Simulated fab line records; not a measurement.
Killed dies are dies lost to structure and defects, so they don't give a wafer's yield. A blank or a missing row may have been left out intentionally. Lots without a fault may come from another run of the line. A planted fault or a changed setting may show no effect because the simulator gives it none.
fab line records	flow sky130	part 1 of 2: steps 1 to 25 of 37
record: lots: 5	wafers: 15	last_day: 51
route steps=708 shown LDD_HVN@270 LDD_HVP@278 LDD_LDN@289 SPACER@304
lots untouched by any fault: they come from a run of this same line in which no faults occurred
start_h: start of the lot's first displayed wafer, in hours after the record's first day	wait_h: how many hours have passed since the lot's step before this one	" repeats the value in the row above	L1.1+2: a single row standing in for several wafers	- value missing, or start not given	* or withheld: withheld	< > ~ a bound
route shown NAME@n: names a module that has steps shown in the file, with the first one's number in the route	usual: mean and standard deviation over wafers with no fault	same: alike in all rows	chamber/n: place in a boat	sites: readings site by site	_std_site: how widely they spread, as a standard deviation	_edge_site: mean of outer sites minus mean of inner sites	radius_mm: for every site, how far away it sits from the centre of the wafer	mask NAME#n: copy n	behind: tool/chamber where the wafer was last shaped	hold: why the lot was held/for how many hours/how that ended	device: transistor that didn't switch, given as n, p or np	end of line: the same wafers' tests at the end of the route	for a step that has no rows: nothing shown but its recipe	killed: at the first sort, the dies lost to defects and structure; wafer yield is something else	map: shows each die of a wafer: x if killed, . if not, _ if none is there
set.NAME: the run value of the setting; set.NAME@STEP: its run value at that earlier step	model.NAME: the simulator's own value behind a step, which no gauge read
lots seen at some steps along the route; tables by step, rows by wafer
services: a tool's chamber out of use, with start hour (start_h, from the record's first day; less than 0 if before it), hours out, and reason
== steps ==
step: SKY_LDD_HVN_SOFTBAKE_03
recipe: temp_c: 90	time_s: 60	resist: NOVOLAK
usual: exhaust_pa: 45.2/1
lot.wafer	tool	chamber	start_h	wait_h	exhaust_pa
L074.3	litho_track-04	0	445.03	0.1	45.6
L074.5	"	0	"	"	45.0
L074.6	"	0	"	"	46.0
L075.2	litho_track-04	0	465.66	0.1	45.4
L075.3	"	0	"	"	44.3
L075.6	"	0	"	"	43.7
L084.1	litho_track-02	0	553.52	0.1	45.3
L084.2	"	0	"	"	45.0
L084.5	"	0	"	"	44.6
L091.2	litho_track-02	0	632.25	0.1	45.1
L091.3	"	0	"	"	45.7
L091.5	"	0	"	"	44.5
L097.1	litho_track-02	0	660.07	0.1	44.5
L097.3	"	0	"	"	45.3
L097.6	"	0	"	"	44.7
step: SKY_LDD_HVN_EXPOSE_04
recipe: mask_id: HVNTM	na: 0.6	source_shape: conventional	sigma_outer: 0.6	polarization: unpolarized	target_cd_nm: 700	dose_mj: 127
usual: focus_offset_nm: -0.1/0.61
lot.wafer	tool	chamber	start_h	wait_h	mask	focus_offset_nm
L074.3	iline_stepper-02	0	-	-	HVNTM#0	-0.7
L074.5	"	0	"	"	HVNTM#0	0.0
L074.6	"	0	"	"	HVNTM#0	-0.8
L075.2	iline_stepper-01	0	-	-	HVNTM#0	0.2
L075.3	"	0	"	"	HVNTM#0	-0.7
L075.6	"	0	"	"	HVNTM#0	0.1
L084.1	iline_stepper-02	0	-	-	HVNTM#0	0.1
L084.2	"	0	"	"	HVNTM#0	0.4
L084.5	"	0	"	"	HVNTM#0	0.1
L091.2	iline_stepper-01	0	-	-	HVNTM#0	-1.0
L091.3	"	0	"	"	HVNTM#0	-0.1
L091.5	"	0	"	"	HVNTM#0	0.3
L097.1	iline_stepper-01	0	-	-	HVNTM#0	-1.1
L097.3	"	0	"	"	HVNTM#0	-0.7
L097.6	"	0	"	"	HVNTM#0	-0.2
step: SKY_LDD_HVN_PEB_05
recipe: temp_c: withheld	time_s: *	resist: NOVOLAK
usual: exhaust_pa: 45.0/0.82
lot.wafer	tool	chamber	start_h	wait_h	exhaust_pa
L074.3	litho_track-02	0	-	-	46.0
L074.5	"	0	"	"	45.3
L074.6	"	0	"	"	46.0
L075.2	litho_track-02	0	-	-	44.1
L075.3	"	0	"	"	44.9
L075.6	"	0	"	"	45.2
L084.1	litho_track-04	0	-	-	45.3
L084.2	"	0	"	"	46.0
L084.5	"	0	"	"	45.2
L091.2	litho_track-04	0	-	-	44.5
L091.3	"	0	"	"	45.7
L091.5	"	0	"	"	43.7
L097.1	litho_track-04	0	-	-	44.4
L097.3	"	0	"	"	45.3
L097.6	"	0	"	"	43.6
step: SKY_LDD_HVN_DEVELOP_06
recipe: resist: NOVOLAK	developer: TMAH	develop_time_s: 60	dev_temp_c: 23
usual: exhaust_pa: 45.0/0.82
lot.wafer	tool	chamber	start_h	wait_h	exhaust_pa
L074.3	litho_track-02	0	460.07	0.1	46.1
L074.5	"	0	"	"	45.4
L074.6	"	0	"	"	45.8
L075.2	litho_track-02	0	480.40	0.1	45.9
L075.3	"	0	"	"	44.6
L075.6	"	0	"	"	44.3
L084.1	litho_track-04	0	569.13	0.1	43.7
L084.2	"	0	"	"	44.1
L084.5	"	0	"	"	42.9
L091.2	litho_track-04	0	646.56	0.1	44.8
L091.3	"	0	"	"	44.3
L091.5	"	0	"	"	45.4
L097.1	litho_track-04	0	674.43	0.1	44.8
L097.3	"	0	"	"	45.1
L097.6	"	0	"	"	45.0
step: SKY_LDD_HVN_OVL_MEAS_07
usual: LDD_HVN_OVL: 0.0/1.4
lot.wafer	tool	chamber	start_h	wait_h	LDD_HVN_OVL[nm]
L074.3	overlay-01	-	460.18	0.1	-3.4
L074.5	"	-	"	"	-2.4
L074.6	"	-	"	"	-2.1
L075.2	overlay-02	-	480.53	0.1	1.0
L075.3	"	-	"	"	-0.2
L075.6	"	-	"	"	-0.5
L084.1	overlay-02	-	569.28	0.1	1.2
L084.2	"	-	"	"	-1.7
L084.5	"	-	"	"	0.4
L091.2	overlay-01	-	646.69	0.1	-2.4
L091.3	"	-	"	"	-0.9
L091.5	"	-	"	"	-1.4
L097.1	overlay-01	-	674.58	0.1	0.6
L097.3	"	-	"	"	0.9
L097.6	"	-	"	"	1.8
step: SKY_LDD_HVN_IMPLANT_08
recipe: species: P	energy_kev: 60	dose_cm2: 3e+13	tilt_deg: 40
lot.wafer	tool	chamber	start_h	wait_h
L074.3+5+6	implanter-03	0	460.26	0.1
L075.2+3+6	implanter-04	0	480.58	0.0
L084.1+2+5	implanter-04	0	569.32	0.0
L091.2+3+5	implanter-03	0	646.74	0.0
L097.1+3+6	implanter-02	0	674.62	0.0
step: SKY_LDD_HVN_STRIP_09
recipe: chemistry: O2/N2	power_w: 1400	pressure_mtorr: 1500	platen_temp_c: withheld	o2_flow_sccm: 3000	n2_flow_sccm: 300	overash_fraction: 0.5
usual: drypump_motor_current_A: 5.4/0.54	oes_product_au: 0.408/0.0044	strip_time_to_endpoint_s: 4.131/0.015
same: overash_fraction: 0.5
lot.wafer	tool	chamber	start_h	wait_h	drypump_motor_current_A	oes_product_au	rf_hours_counter_h	strip_time_to_endpoint_s
L074.3	plasma_asher-01	1	460.39	0.1	4.8	0.402	-	4.155
L074.5	"	1	"	"	4.8	0.405	-	4.130
L074.6	"	0	"	"	5.7	0.402	-	4.140
L075.2	plasma_asher-03	1	480.71	0.1	5.8	0.408	76	4.131
L075.3	"	0	"	"	6.3	0.415	-	4.157
L075.6	"	0	"	"	6.3	0.404	-	4.167
L084.1	plasma_asher-03	1	569.47	0.1	5.8	0.405	85	4.125
L084.2	"	0	"	"	6.3	0.411	85	4.132
L084.5	"	1	"	"	5.8	0.402	-	4.140
L091.2	plasma_asher-03	1	646.87	0.1	5.8	0.401	93	4.116
L091.3	"	1	"	"	5.8	0.406	-	4.110
L091.5	"	0	"	"	6.4	0.404	-	4.104
L097.1	plasma_asher-01	1	674.77	0.1	4.8	0.411	86	4.126
L097.3	"	1	"	"	4.8	0.408	-	4.115
L097.6	"	1	"	"	4.9	0.404	-	4.131
step: SKY_LDD_HVN_TW_MEAS_10
usual: LDD_HVN_TW: 1437/8.7
lot.wafer	tool	chamber	start_h	wait_h	LDD_HVN_TW
L074.3	film_metro-01	-	460.48	0.1	1432
L074.5	"	-	"	"	1437
L074.6	"	-	"	"	1430
L075.2	film_metro-02	-	480.82	0.1	1435
L075.3	"	-	"	"	1427
L075.6	"	-	"	"	1431
L084.1	film_metro-04	-	569.57	0.1	1439
L084.2	"	-	"	"	1442
L084.5	"	-	"	"	1442
L091.2	film_metro-01	-	646.98	0.1	1435
L091.3	"	-	"	"	1427
L091.5	"	-	"	"	1433
L097.1	film_metro-02	-	674.87	0.1	1430
L097.3	"	-	"	"	1431
L097.6	"	-	"	"	1428
step: SKY_LDD_HVP_DEHYDRATE_00
recipe: temp_c: 200	time_s: 60
usual: exhaust_pa: 44.9/0.91
lot.wafer	tool	chamber	start_h	wait_h	exhaust_pa
L074.3	litho_track-02	0	474.72	14.2	46.3
L074.5	"	0	"	"	45.2
L074.6	"	0	"	"	44.5
L075.2	litho_track-04	0	496.11	15.3	43.1
L075.3	"	0	"	"	44.0
L075.6	"	0	"	"	45.0
L084.1	litho_track-04	0	583.33	13.8	44.7
L084.2	"	0	"	"	44.8
L084.5	"	0	"	"	43.7
L091.2	litho_track-03	0	661.53	14.5	44.7
L091.3	"	0	"	"	45.0
L091.5	"	0	"	"	45.6
L097.1	litho_track-04	0	688.03	13.2	45.3
L097.3	"	0	"	"	45.4
L097.6	"	0	"	"	44.5
step: SKY_LDD_HVP_HMDS_01
recipe: prime_time_s: 60	prime_temp_c: 120
usual: exhaust_pa: 44.9/0.86
lot.wafer	tool	chamber	start_h	wait_h	exhaust_pa
L074.3	litho_track-02	0	474.87	0.1	44.3
L074.5	"	0	"	"	43.5
L074.6	"	0	"	"	44.0
L075.2	litho_track-04	0	496.26	0.1	45.3
L075.3	"	0	"	"	44.2
L075.6	"	0	"	"	46.0
L084.1	litho_track-04	0	583.48	0.1	46.1
L084.2	"	0	"	"	45.4
L084.5	"	0	"	"	46.5
L091.2	litho_track-03	0	661.68	0.1	45.3
L091.3	"	0	"	"	44.7
L091.5	"	0	"	"	45.4
L097.1	litho_track-04	0	688.18	0.1	44.3
L097.3	"	0	"	"	46.3
L097.6	"	0	"	"	45.7
step: SKY_LDD_HVP_COAT_02
recipe: resist: NOVOLAK	spin_rpm: 3000	resist_thk_nm: 300
usual: exhaust_pa: 45.2/0.89
lot.wafer	tool	chamber	start_h	wait_h	exhaust_pa
L074.3	litho_track-02	0	475.02	0.1	43.7
L074.5	"	0	"	"	45.0
L074.6	"	0	"	"	42.7
L075.2	litho_track-04	0	496.41	0.1	44.8
L075.3	"	0	"	"	44.3
L075.6	"	0	"	"	44.4
L084.1	litho_track-04	0	583.63	0.1	43.2
L084.2	"	0	"	"	45.6
L084.5	"	0	"	"	45.0
L091.2	litho_track-03	0	661.83	0.1	45.8
L091.3	"	0	"	"	44.3
L091.5	"	0	"	"	45.4
L097.1	litho_track-04	0	688.33	0.1	43.5
L097.3	"	0	"	"	45.1
L097.6	"	0	"	"	43.7
step: SKY_LDD_HVP_SOFTBAKE_03
recipe: temp_c: 90	time_s: 60	resist: NOVOLAK
usual: exhaust_pa: 45.1/0.85
lot.wafer	tool	chamber	start_h	wait_h	exhaust_pa
L074.3	litho_track-02	0	475.17	0.1	44.9
L074.5	"	0	"	"	44.7
L074.6	"	0	"	"	44.7
L075.2	litho_track-04	0	496.56	0.1	45.9
L075.3	"	0	"	"	44.9
L075.6	"	0	"	"	45.0
L084.1	litho_track-04	0	583.78	0.1	45.8
L084.2	"	0	"	"	44.6
L084.5	"	0	"	"	44.6
L091.2	litho_track-03	0	661.98	0.1	45.6
L091.3	"	0	"	"	45.0
L091.5	"	0	"	"	44.8
L097.1	litho_track-04	0	688.48	0.1	45.2
L097.3	"	0	"	"	44.1
L097.6	"	0	"	"	46.9
step: SKY_LDD_HVP_EXPOSE_04
recipe: mask_id: HVPTM	na: 0.6	source_shape: conventional	sigma_outer: 0.6	polarization: unpolarized	target_cd_nm: 700	dose_mj: 86
usual: focus_offset_nm: 0.0/0.53
lot.wafer	tool	chamber	start_h	wait_h	mask	focus_offset_nm
L074.3	iline_stepper-02	0	-	-	HVPTM#0	-0.4
L074.5	"	0	"	"	HVPTM#0	-1.0
L074.6	"	0	"	"	HVPTM#0	-0.1
L075.2	iline_stepper-01	0	-	-	HVPTM#0	-0.1
L075.3	"	0	"	"	HVPTM#0	0.7
L075.6	"	0	"	"	HVPTM#0	0.1
L084.1	iline_stepper-02	0	-	-	HVPTM#0	0.7
L084.2	"	0	"	"	HVPTM#0	1.6
L084.5	"	0	"	"	HVPTM#0	1.0
L091.2	iline_stepper-01	0	-	-	HVPTM#0	-0.2
L091.3	"	0	"	"	HVPTM#0	-0.3
L091.5	"	0	"	"	HVPTM#0	0.2
L097.1	iline_stepper-02	0	-	-	HVPTM#0	0.3
L097.3	"	0	"	"	HVPTM#0	-0.1
L097.6	"	0	"	"	HVPTM#0	-0.3
step: SKY_LDD_HVP_PEB_05
recipe: temp_c: withheld	time_s: *	resist: NOVOLAK
usual: exhaust_pa: 45.1/0.76
lot.wafer	tool	chamber	start_h	wait_h	exhaust_pa
L074.3	litho_track-02	0	-	-	43.5
L074.5	"	0	"	"	44.2
L074.6	"	0	"	"	45.1
L075.2	litho_track-03	0	-	-	44.6
L075.3	"	0	"	"	46.2
L075.6	"	0	"	"	44.4
L084.1	litho_track-03	0	-	-	45.5
L084.2	"	0	"	"	45.9
L084.5	"	0	"	"	46.0
L091.2	litho_track-02	0	-	-	45.0
L091.3	"	0	"	"	45.0
L091.5	"	0	"	"	45.1
L097.1	litho_track-03	0	-	-	45.6
L097.3	"	0	"	"	45.7
L097.6	"	0	"	"	45.4
step: SKY_LDD_HVP_DEVELOP_06
recipe: resist: NOVOLAK	developer: TMAH	develop_time_s: 60	dev_temp_c: 23
usual: exhaust_pa: 45.0/0.89
lot.wafer	tool	chamber	start_h	wait_h	exhaust_pa
L074.3	litho_track-02	0	489.57	0.1	45.6
L074.5	"	0	"	"	44.9
L074.6	"	0	"	"	45.0
L075.2	litho_track-03	0	511.28	0.1	45.5
L075.3	"	0	"	"	44.3
L075.6	"	0	"	"	46.4
L084.1	litho_track-03	0	598.85	0.1	43.8
L084.2	"	0	"	"	44.8
L084.5	"	0	"	"	45.1
L091.2	litho_track-02	0	676.15	0.1	45.0
L091.3	"	0	"	"	45.4
L091.5	"	0	"	"	44.6
L097.1	litho_track-03	0	702.60	0.1	46.1
L097.3	"	0	"	"	46.2
L097.6	"	0	"	"	44.7
step: SKY_LDD_HVP_OVL_MEAS_07
usual: LDD_HVP_OVL: -1.8/1.5
lot.wafer	tool	chamber	start_h	wait_h	LDD_HVP_OVL[nm]
L074.3	overlay-01	-	489.68	0.1	-0.4
L074.5	"	-	"	"	0.3
L074.6	"	-	"	"	-1.2
L075.2	overlay-02	-	511.41	0.1	-4.6
L075.3	"	-	"	"	-3.0
L075.6	"	-	"	"	-1.1
L084.1	overlay-02	-	599.00	0.1	-2.1
L084.2	"	-	"	"	-1.7
L084.5	"	-	"	"	0.1
L091.2	overlay-01	-	676.28	0.1	-3.4
L091.3	"	-	"	"	-2.5
L091.5	"	-	"	"	-4.4
L097.1	overlay-01	-	702.75	0.1	-3.7
L097.3	"	-	"	"	-3.5
L097.6	"	-	"	"	-2.5
step: SKY_LDD_HVP_IMPLANT_08
recipe: species: B	energy_kev: 20	dose_cm2: 1.7e+13	tilt_deg: 17.9
lot.wafer	tool	chamber	start_h	wait_h
L074.3+5+6	implanter-01	0	489.76	0.1
L075.2+3+6	implanter-04	0	511.46	0.0
L084.1+2+5	implanter-03	0	599.04	0.0
L091.2+3+5	implanter-04	0	676.33	0.0
L097.1+3+6	implanter-03	0	702.79	0.0
step: SKY_LDD_HVP_STRIP_09
recipe: chemistry: O2/N2	power_w: 1400	pressure_mtorr: 1500	platen_temp_c: withheld	o2_flow_sccm: 3000	n2_flow_sccm: 300	overash_fraction: 0.5
usual: drypump_motor_current_A: 5.5/0.47	oes_product_au: 0.408/0.0046	strip_time_to_endpoint_s: 4.127/0.013
same: overash_fraction: 0.5
lot.wafer	tool	chamber	start_h	wait_h	drypump_motor_current_A	oes_product_au	rf_hours_counter_h	strip_time_to_endpoint_s
L074.3	plasma_asher-02	1	489.89	0.1	5.6	0.406	-	4.132
L074.5	"	1	"	"	5.6	0.409	-	4.153
L074.6	"	0	"	"	5.1	0.414	-	4.137
L075.2	plasma_asher-04	0	511.59	0.1	5.2	0.408	8	4.131
L075.3	"	1	"	"	4.9	0.403	-	4.138
L075.6	"	0	"	"	5.2	0.409	-	4.127
L084.1	plasma_asher-03	0	599.19	0.1	6.3	0.418	88	4.148
L084.2	"	1	"	"	5.8	0.403	88	4.148
L084.5	"	1	"	"	5.8	0.405	-	4.131
L091.2	plasma_asher-02	0	676.46	0.1	5.1	0.418	56	4.147
L091.3	"	1	"	"	5.6	0.399	-	4.124
L091.5	"	0	"	"	5.1	0.412	-	4.157
L097.1	plasma_asher-03	0	702.94	0.1	6.3	0.417	99	4.122
L097.3	"	0	"	"	6.4	0.407	-	4.137
L097.6	"	1	"	"	5.8	0.405	-	4.123
step: SKY_LDD_HVP_TW_MEAS_10
usual: LDD_HVP_TW: 457/3.1
lot.wafer	tool	chamber	start_h	wait_h	LDD_HVP_TW
L074.3	film_metro-03	-	489.98	0.1	460
L074.5	"	-	"	"	461
L074.6	"	-	"	"	459
L075.2	film_metro-01	-	511.70	0.1	455
L075.3	"	-	"	"	454
L075.6	"	-	"	"	455
L084.1	film_metro-04	-	599.29	0.1	458
L084.2	"	-	"	"	459
L084.5	"	-	"	"	458
L091.2	film_metro-04	-	676.57	0.1	456
L091.3	"	-	"	"	458
L091.5	"	-	"	"	459
L097.1	film_metro-03	-	703.04	0.1	452
L097.3	"	-	"	"	454
L097.6	"	-	"	"	455
step: SKY_LDD_LDN_DEHYDRATE_00
recipe: temp_c: 200	time_s: 60
usual: exhaust_pa: 45.1/0.9
lot.wafer	tool	chamber	start_h	wait_h	exhaust_pa
L074.3	litho_track-01	0	505.23	15.2	45.3
L074.5	"	0	"	"	45.4
L074.6	"	0	"	"	44.9
L075.2	litho_track-01	0	527.00	15.3	45.4
L075.3	"	0	"	"	46.2
L075.6	"	0	"	"	44.9
L084.1	litho_track-03	0	613.40	14.1	45.6
L084.2	"	0	"	"	46.2
L084.5	"	0	"	"	45.7
L091.2	litho_track-04	0	690.06	13.5	45.5
L091.3	"	0	"	"	43.8
L091.5	"	0	"	"	43.5
L097.1	litho_track-04	0	716.83	13.8	45.3
L097.3	"	0	"	"	44.7
L097.6	"	0	"	"	45.2
step: SKY_LDD_LDN_HMDS_01
recipe: prime_time_s: 60	prime_temp_c: 120
usual: exhaust_pa: 44.8/0.88
lot.wafer	tool	chamber	start_h	wait_h	exhaust_pa
L074.3	litho_track-01	0	505.38	0.1	45.7
L074.5	"	0	"	"	45.4
L074.6	"	0	"	"	45.5
L075.2	litho_track-01	0	527.15	0.1	44.1
L075.3	"	0	"	"	44.6
L075.6	"	0	"	"	44.8
L084.1	litho_track-03	0	613.55	0.1	46.0
L084.2	"	0	"	"	45.5
L084.5	"	0	"	"	45.0
L091.2	litho_track-04	0	690.21	0.1	44.7
L091.3	"	0	"	"	44.7
L091.5	"	0	"	"	45.1
L097.1	litho_track-04	0	716.98	0.1	43.4
L097.3	"	0	"	"	44.3
L097.6	"	0	"	"	43.9
step: SKY_LDD_LDN_COAT_02
recipe: resist: NOVOLAK	spin_rpm: 3000	resist_thk_nm: 1140
usual: exhaust_pa: 44.9/0.92
lot.wafer	tool	chamber	start_h	wait_h	exhaust_pa
L074.3	litho_track-01	0	505.53	0.1	46.1
L074.5	"	0	"	"	43.3
L074.6	"	0	"	"	45.9
L075.2	litho_track-01	0	527.30	0.1	43.6
L075.3	"	0	"	"	44.2
L075.6	"	0	"	"	44.5
L084.1	litho_track-03	0	613.70	0.1	44.6
L084.2	"	0	"	"	45.2
L084.5	"	0	"	"	44.5
L091.2	litho_track-04	0	690.36	0.1	43.5
L091.3	"	0	"	"	45.0
L091.5	"	0	"	"	43.0
L097.1	litho_track-04	0	717.13	0.1	45.6
L097.3	"	0	"	"	45.2
L097.6	"	0	"	"	45.7
step: SKY_LDD_LDN_SOFTBAKE_03
recipe: temp_c: 90	time_s: 60	resist: NOVOLAK
usual: exhaust_pa: 44.9/0.94
lot.wafer	tool	chamber	start_h	wait_h	exhaust_pa
L074.3	litho_track-01	0	505.68	0.1	44.6
L074.5	"	0	"	"	43.5
L074.6	"	0	"	"	44.4
L075.2	litho_track-01	0	527.45	0.1	44.4
L075.3	"	0	"	"	44.6
L075.6	"	0	"	"	45.0
L084.1	litho_track-03	0	613.85	0.1	45.9
L084.2	"	0	"	"	44.9
L084.5	"	0	"	"	44.2
L091.2	litho_track-04	0	690.51	0.1	45.0
L091.3	"	0	"	"	44.4
L091.5	"	0	"	"	44.4
L097.1	litho_track-04	0	717.28	0.1	43.4
L097.3	"	0	"	"	43.9
L097.6	"	0	"	"	44.7
step: SKY_LDD_LDN_EXPOSE_04
recipe: mask_id: LDNTM	na: 0.6	source_shape: conventional	sigma_outer: 0.6	polarization: unpolarized	target_cd_nm: 700	dose_mj: 140
usual: focus_offset_nm: 0.0/0.44
lot.wafer	tool	chamber	start_h	wait_h	mask	focus_offset_nm
L074.3	iline_stepper-02	0	-	-	LDNTM#0	0.3
L074.5	"	0	"	"	LDNTM#0	0.1
L074.6	"	0	"	"	LDNTM#0	-0.1
L075.2	iline_stepper-02	0	-	-	LDNTM#0	-0.5
L075.3	"	0	"	"	LDNTM#0	-0.9
L075.6	"	0	"	"	LDNTM#0	-0.1
L084.1	iline_stepper-02	0	-	-	LDNTM#0	0.3
L084.2	"	0	"	"	LDNTM#0	0.7
L084.5	"	0	"	"	LDNTM#0	0.4
L091.2	iline_stepper-02	0	-	-	LDNTM#0	-0.2
L091.3	"	0	"	"	LDNTM#0	-0.1
L091.5	"	0	"	"	LDNTM#0	-0.1
L097.1	iline_stepper-02	0	-	-	LDNTM#0	0.0
L097.3	"	0	"	"	LDNTM#0	0.8
L097.6	"	0	"	"	LDNTM#0	-0.5
step: SKY_LDD_LDN_PEB_05
recipe: temp_c: withheld	time_s: *	resist: NOVOLAK
usual: exhaust_pa: 44.9/0.87
lot.wafer	tool	chamber	start_h	wait_h	exhaust_pa
L074.3	litho_track-03	0	-	-	44.1
L074.5	"	0	"	"	46.4
L074.6	"	0	"	"	45.0
L075.2	litho_track-03	0	-	-	44.6
L075.3	"	0	"	"	45.2
L075.6	"	0	"	"	45.1
L084.1	litho_track-03	0	-	-	45.6
L084.2	"	0	"	"	45.2
L084.5	"	0	"	"	46.0
L091.2	litho_track-03	0	-	-	44.9
L091.3	"	0	"	"	44.9
L091.5	"	0	"	"	46.5
L097.1	litho_track-04	0	-	-	42.7
L097.3	"	0	"	"	45.7
L097.6	"	0	"	"	44.0
